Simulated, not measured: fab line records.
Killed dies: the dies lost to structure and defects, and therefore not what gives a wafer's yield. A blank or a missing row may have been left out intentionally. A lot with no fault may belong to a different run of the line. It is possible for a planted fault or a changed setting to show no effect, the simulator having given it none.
fab line records -- flow sfq-line
record lots=5, wafers=15, last-day=87
route steps=325 shown M2@92 I2@103
lots that met no fault: taken from a fault-free run of the same line
start-h: start of the lot's first displayed wafer, in hours after the record's first day -- wait-h: how many hours have passed since the lot's step before this one -- " as in the row above -- L1.1+2: one row covering several wafers at once -- - either no value or no given start -- * or withheld: withheld -- < > ~ a bound
route shown NAME@n: names a module that has steps shown in the file, with the first one's number in the route -- usual: mean and standard deviation over wafers with no fault -- same: alike in all rows -- chamber/n: place in a boat -- sites: readings site by site -- _std_site: their standard deviation -- _edge_site: the outer-site mean with the inner-site mean subtracted -- radius-mm: for every site, how far away it sits from the centre of the wafer -- mask NAME#n: copy n -- behind: the last tool/chamber to shape the wafer -- hold: why the lot went on hold/how many hours it stayed there/how the hold came to an end -- device: which transistor (n, p or np) failed to switch -- end of line: tests run on the same wafers once the route is complete -- step lacking rows: just its recipe -- killed: dies that structure and defects cost at the first sort, which is not the same as the wafer's yield -- map: the dies of a wafer, with x for killed, . for not killed, _ for no die there
set.NAME: the setting the step ran with; set.NAME@STEP: the setting that earlier step ran with -- model.NAME: the simulator's own value behind a step, which no gauge read
lots at selected steps of the route; one table per step, one row per wafer
services: a tool's chamber out of use, with start hour (start-h, from the record's first day; less than 0 if before it), hours out, and reason
## steps
# step SFQ_TRILAYER_M2_LITHO_COAT_062
# recipe resist=BARC, spin-rpm=3000, resist-thk-nm=62
# step SFQ_TRILAYER_M2_LITHO_COAT_057
# recipe resist=KrF, spin-rpm=3000, resist-thk-nm=600
# step SFQ_TRILAYER_M2_LITHO_SOFTBAKE_061
# recipe temp-c=withheld, time-s=withheld, resist=KrF
# step SFQ_TRILAYER_M2_LITHO_EXPOSE_058
# recipe mask-id=M2, na=0.6, source-shape=conventional, sigma-outer=0.65, target-cd-nm=500, dose-mj=14.4
# step SFQ_TRILAYER_M2_LITHO_PEB_060
# recipe peb-temp-c=115, peb-time-s=60, resist=KrF
# step SFQ_TRILAYER_M2_LITHO_DEVELOP_059
# recipe time-s=60, resist=KrF
# step SFQ_M2_OVL_MEAS_916
# usual M2_OVL=4/6.5
lot.wafer,tool,chamber,start-h,wait-h,M2_OVL[nm]
L292.2,overlay-01,-,724.74,0.1,1
L292.3,overlay-01,-,724.74,0.1,4
L292.4,overlay-01,-,724.74,0.1,2
L297.3,overlay-02,-,773.59,0.1,-6
L297.5,overlay-02,-,773.59,0.1,-1
L297.6,overlay-02,-,773.59,0.1,6
L307.2,overlay-01,-,855.01,0.1,-3
L307.4,overlay-01,-,855.01,0.1,-7
L307.5,overlay-01,-,855.01,0.1,4
L310.1,overlay-01,-,873.95,0.1,4
L310.4,overlay-01,-,873.95,0.1,-2
L310.5,overlay-01,-,873.95,0.1,7
L313.2,overlay-02,-,909.95,0.1,11
L313.4,overlay-02,-,909.95,0.1,7
L313.6,overlay-02,-,909.95,0.1,10
# step SFQ_TRILAYER_M2_BARC_OPEN_METAL_ETCH_077
# recipe mask-material=PR, chemistry=O2, target-depth-nm=125, target=BARC, icp-w=600, bias-w=80, pressure-mtorr=10, time-s=41.7
# usual drypump-motor-current-A=6.01/0.16, he-backside-leak-sccm=3.6/0.47, oes-product-au=0.685/0.0044
lot.wafer,tool,chamber,start-h,wait-h,drypump-motor-current-A,he-backside-leak-sccm,oes-product-au,rf-hours-counter-h
L292.2,rie-metal-01,0,724.77,0.0,6.07,3.2,0.684,45
L292.3,rie-metal-01,1,724.77,0.0,6.28,3.2,0.685,-
L292.4,rie-metal-01,0,724.77,0.0,6.07,3.2,0.690,-
L297.3,rie-metal-03,1,773.63,0.0,5.95,3.8,0.688,-
L297.5,rie-metal-03,0,773.63,0.0,5.92,3.5,0.690,-
L297.6,rie-metal-03,1,773.63,0.0,5.94,3.8,0.692,-
L307.2,rie-metal-02,1,855.04,0.0,5.73,3.6,0.690,41
L307.4,rie-metal-02,1,855.04,0.0,5.70,3.6,0.679,-
L307.5,rie-metal-02,0,855.04,0.0,5.63,3.4,0.683,-
L310.1,rie-metal-01,0,873.98,0.0,6.10,3.4,0.683,67
L310.4,rie-metal-01,1,873.98,0.0,6.25,3.1,0.684,-
L310.5,rie-metal-01,1,873.98,0.0,6.24,3.1,0.682,-
L313.2,rie-metal-03,1,909.98,0.0,5.96,3.8,0.680,135
L313.4,rie-metal-03,1,909.98,0.0,5.96,3.8,0.682,-
L313.6,rie-metal-03,0,909.98,0.0,5.91,3.6,0.680,-
# step SFQ_TRILAYER_M2_ETCH_METAL_ETCH_060
# recipe target=Nb, stop-on=SiO2, mask-material=PR, chemistry=Cl2/Ar, target-depth-nm=240, icp-w=600, bias-w=80, pressure-mtorr=10, time-s=120
# usual drypump-motor-current-A=6.01/0.16, he-backside-leak-sccm=3.54/0.23, oes-product-au=0.897/0.0085
lot.wafer,tool,chamber,start-h,wait-h,drypump-motor-current-A,he-backside-leak-sccm,oes-product-au,rf-hours-counter-h
L292.2,rie-metal-01,0,724.83,0.0,6.13,3.15,0.904,46
L292.3,rie-metal-01,1,724.83,0.0,6.29,3.14,0.898,-
L292.4,rie-metal-01,0,724.83,0.0,6.10,3.24,0.894,-
L297.3,rie-metal-03,1,773.72,0.1,5.95,3.82,0.904,-
L297.5,rie-metal-03,0,773.72,0.1,5.95,3.60,0.891,-
L297.6,rie-metal-03,1,773.72,0.1,5.95,3.78,0.909,-
L307.2,rie-metal-02,1,855.10,0.0,5.76,3.58,0.895,41
L307.4,rie-metal-02,1,855.10,0.0,5.77,3.62,0.891,-
L307.5,rie-metal-02,0,855.10,0.0,5.59,3.27,0.906,-
L310.1,rie-metal-01,0,874.04,0.0,6.08,3.47,0.899,67
L310.4,rie-metal-01,1,874.04,0.0,6.30,3.50,0.899,-
L310.5,rie-metal-01,1,874.04,0.0,6.30,3.50,0.910,-
L313.2,rie-metal-03,1,910.04,0.0,5.96,3.89,0.902,135
L313.4,rie-metal-03,1,910.04,0.0,5.95,3.83,0.890,-
L313.6,rie-metal-03,0,910.04,0.0,5.94,3.62,0.886,-
# step SFQ_TRILAYER_M2_STRIP_STRIP_061
# recipe gas=O2, power-w=200, platen-temp-c=40, overash-fraction=0.65, chemistry=O2, pressure-mtorr=50
# usual drypump-motor-current-A=6.01/0.16, he-backside-leak-sccm=3.57/0.29, oes-product-au=0.997/0.0099
lot.wafer,tool,chamber,start-h,wait-h,drypump-motor-current-A,he-backside-leak-sccm,oes-product-au,rf-hours-counter-h
L292.2,rie-metal-01,0,724.95,0.1,6.08,3.22,1.004,46
L292.3,rie-metal-01,1,724.95,0.1,6.27,3.03,0.990,-
L292.4,rie-metal-01,0,724.95,0.1,6.09,3.35,0.996,-
L297.3,rie-metal-03,1,774.00,0.2,5.96,3.89,0.985,-
L297.5,rie-metal-03,0,774.00,0.2,5.93,3.57,0.980,-
L297.6,rie-metal-03,1,774.00,0.2,5.96,3.90,0.991,-
L307.2,rie-metal-02,1,855.22,0.1,5.76,3.69,0.998,41
L307.4,rie-metal-02,1,855.22,0.1,5.73,3.65,0.993,-
L307.5,rie-metal-02,0,855.22,0.1,5.64,3.33,0.997,-
L310.1,rie-metal-01,0,874.17,0.1,6.13,3.17,1.008,68
L310.4,rie-metal-01,1,874.17,0.1,6.29,3.41,1.010,-
L310.5,rie-metal-01,1,874.17,0.1,6.29,3.26,1.008,-
L313.2,rie-metal-03,1,910.17,0.1,5.96,3.99,1.002,135
L313.4,rie-metal-03,1,910.17,0.1,5.96,3.91,1.009,-
L313.6,rie-metal-03,0,910.17,0.1,5.92,3.54,0.995,-
# step SFQ_TRILAYER_M2_STRIP_SOLV_CLEAN_062
# recipe chemistry=NMP, temp-c=70, time-s=600
# step SFQ_TRILAYER_I2_DEP_PECVD_063
# recipe material=SiO2, temp-c=150, time-s=111.11, pressure-torr=2.4, rf-w=183.3, precursor=SiH4/N2O, target-thk-nm=500
# usual heater-power-w=82/10, showerhead-vpp-V=805/38, throttle-valve-pct=25.7/1.4
lot.wafer,tool,chamber,start-h,wait-h,heater-power-w,showerhead-vpp-V,throttle-valve-pct
L292.2,pecvd-04,1,725.73,0.0,89,763,24.7
L292.3,pecvd-04,2,725.73,0.0,72,822,25.1
L292.4,pecvd-04,1,725.73,0.0,95,750,24.5
L297.3,pecvd-01,0,774.61,0.0,76,777,26.7
L297.5,pecvd-01,0,774.61,0.0,63,769,26.7
L297.6,pecvd-01,1,774.61,0.0,97,820,24.7
L307.2,pecvd-01,1,856.00,0.0,80,827,25.0
L307.4,pecvd-01,1,856.00,0.0,87,830,24.8
L307.5,pecvd-01,0,856.00,0.0,62,771,26.8
L310.1,pecvd-04,0,874.94,0.0,79,789,24.3
L310.4,pecvd-04,0,874.94,0.0,85,793,24.0
L310.5,pecvd-04,1,874.94,0.0,79,751,25.3
L313.2,pecvd-01,0,910.94,0.0,73,769,26.7
L313.4,pecvd-01,0,910.94,0.0,75,774,27.0
L313.6,pecvd-01,0,910.94,0.0,75,769,26.9
# step SFQ_TRILAYER_I2_CMP_CMP_064
# recipe material=SiO2, down-force-psi=3, platen-rpm=60, pad-velocity-m-s=0.94248
# usual head-pressure-psi=3.000/0.0073, motor-current-A=9.9/1.6, platen-rpm=60.00/0.042, time-to-endpoint-s=221/7.5
lot.wafer,tool,chamber,start-h,wait-h,head-pressure-psi,motor-current-A,platen-rpm,time-to-endpoint-s
L292.4,cmp-01,2,725.80,0.0,3.001,8.4,59.97,226
L292.3,cmp-01,3,725.80,0.0,3.009,13.8,59.97,214
L292.2,cmp-01,1,727.30,1.5,2.994,10.0,59.98,219
L297.3,cmp-01,1,794.44,19.8,3.108,9.9,60.02,227
L297.5,cmp-01,1,796.44,21.7,3.107,10.5,60.00,223
L297.6,cmp-01,2,796.44,21.7,3.003,8.1,60.00,226
L307.4,cmp-01,0,864.54,8.5,2.990,8.6,59.94,217
L307.2,cmp-01,1,864.54,8.5,3.000,10.3,60.05,207
L307.5,cmp-01,3,866.04,10.0,2.991,12.2,60.04,223
L310.4,cmp-02,0,889.74,14.7,3.002,10.5,59.96,219
L310.1,cmp-02,2,890.74,15.8,2.992,9.3,60.03,214
L310.5,cmp-02,1,892.24,17.2,3.002,11.5,59.98,214
L313.2,cmp-02,1,911.06,0.1,2.986,11.2,59.96,230
L313.4,cmp-02,0,912.56,1.5,2.996,9.9,60.01,226
L313.6,cmp-02,2,913.56,2.5,3.005,8.7,59.96,229
# step SFQ_I2_BOW_MEAS_917
# recipe mode=bow
# usual I2_BOW=1/9.2
lot.wafer,tool,chamber,start-h,wait-h,I2_BOW[um]
L292.2,film-metro-01,-,728.82,1.0,-10
L292.3,film-metro-01,-,728.82,1.0,1
L292.4,film-metro-01,-,728.82,1.0,-13
L297.3,film-metro-03,-,797.48,2.5,11
L297.5,film-metro-03,-,797.48,2.5,-2
L297.6,film-metro-03,-,797.48,2.5,10
L307.2,film-metro-04,-,867.06,1.5,6
L307.4,film-metro-04,-,867.06,1.5,0
L307.5,film-metro-04,-,867.06,1.5,13
L310.1,film-metro-04,-,892.74,1.5,2
L310.4,film-metro-04,-,892.74,1.5,1
L310.5,film-metro-04,-,892.74,1.5,10
L313.2,film-metro-04,-,914.08,2.5,7
L313.4,film-metro-04,-,914.08,2.5,10
L313.6,film-metro-04,-,914.08,2.5,-2
## services
tool,chamber,start-h,hours,kind
cmp-01,-,703.37,4.7,repair
pecvd-01,-,706.88,1.3,repair
cmp-01,-,721.87,0.6,repair
pecvd-04,2,723.30,2.3,repair
pecvd-01,-,726.47,2.9,repair
cmp-02,-,753.58,4.0,pm
cmp-02,-,757.58,-,consumable-replace:conditioner
cmp-02,-,757.58,-,consumable-replace:pad
pecvd-01,2,761.71,28.6,repair
cmp-02,-,774.52,2.4,repair
cmp-02,-,777.44,5.8,repair
cmp-01,-,789.30,2.1,repair
rie-metal-02,-,800.98,2.8,pm
rie-metal-02,1,827.57,4.6,repair
pecvd-04,-,839.63,0.5,repair
pecvd-04,-,840.90,2.8,pm
rie-metal-03,-,850.24,2.8,pm
rie-metal-01,-,854.49,0.2,repair
cmp-01,-,862.75,0.9,repair
cmp-01,-,886.66,3.6,repair
rie-metal-02,-,909.64,1.3,repair
pecvd-01,2,910.19,17.1,repair
cmp-01,-,912.29,4.0,pm
## key
first-sign step=SFQ_TRILAYER_I2_CMP_CMP_064, reading=head-pressure-psi, direction=up, sigmas=15, usual=3.000, struck=3.107
effect none on later readings
met-at SFQ_TRILAYER_I2_CMP_CMP_064
struck-wafers L297.3,L297.5
onset-between 725.80 794.44
fault kind=process-parameter-drift, tool=cmp-01, chamber=1, onset-h=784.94, steps=SFQ_TRILAYER_I2_CMP_CMP_064, channel=down-force-psi, offset=0.095517, shape=step, end-h=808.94, acts-in=these-recipes-only, stated=3
